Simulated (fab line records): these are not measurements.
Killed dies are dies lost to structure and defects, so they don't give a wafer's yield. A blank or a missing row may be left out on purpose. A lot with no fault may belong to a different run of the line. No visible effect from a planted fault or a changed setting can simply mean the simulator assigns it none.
What tool caused it? ; flow sky130 ; 6 lots with 18 wafers sampled at 2 steps, on a route of 708 steps

== WHAT EACH GAUGE READ, for each wafer ==
SKY_NWELL_RS_MEAS_31: the measuring method here is four-point-probe.
lot;measured;on;PWDE_RS (ohm/sq)
L308;day 5 16:26;filmMetro-03;5296 5288 5277
L313;day 6 21:17;filmMetro-02;5299 5277 5285
L316;day 7 17:51;filmMetro-02;5279 5270 5272
L318;day 8 09:13;filmMetro-04;5275 5264 5270
L321;day 8 20:06;filmMetro-04;5265 5270 5283
L329;day 10 19:29;filmMetro-03;5431 5418 5437

== EACH LOT AND THE TOOL THAT RAN IT (in order: tool; ch and the chambers of the sampled wafers; start) ==
lot;SKY_PWDE_IMPLANT_08
L308;implanter-01 ch 0, day 4 04:06
L313;implanter-04 ch 0, day 5 06:44
L316;implanter-04 ch 0, day 6 01:37
L318;implanter-02 ch 0, day 6 16:02
L321;implanter-01 ch 0, day 7 02:09
L329;implanter-01 ch 0, day 8 22:32
- SKY_PWDE_IMPLANT_08

== THE ANSWER, worked out from the rows above alone ==
Rule: usual is defined by the lots themselves. Put in order of their means at a reading, lots are off if they are a third of the lots or fewer, leave a main group of 4 or more, and stand apart from it by a gap of 3 or more times the standard deviation of the main group's means; of several such gaps the widest counts. A main group whose means are all the same, to the digits that the tables above print for the reading, isn't used. Also off: a lot with no number at a reading for which 4 or more lots have one. Where the step has rows for the other lots, those lots are counted as sound.
Off: L329, at SKY_NWELL_RS_MEAS_31 (PWDE_RS). Mean 5278 ohm/sq and standard deviation 7.5 in the main group.
A tool fits if, at a process step before that reading, it ran every lot that is off, and no sound lot after the first of them. Those tools and the gauges at SKY_NWELL_RS_MEAS_31 are tried in the same way. 2 tools fit, implanter-01 at SKY_PWDE_IMPLANT_08 and filmMetro-03 at SKY_NWELL_RS_MEAS_31, so this cannot tell which one it is.

== WHAT THE SIMULATOR PUT IN ==
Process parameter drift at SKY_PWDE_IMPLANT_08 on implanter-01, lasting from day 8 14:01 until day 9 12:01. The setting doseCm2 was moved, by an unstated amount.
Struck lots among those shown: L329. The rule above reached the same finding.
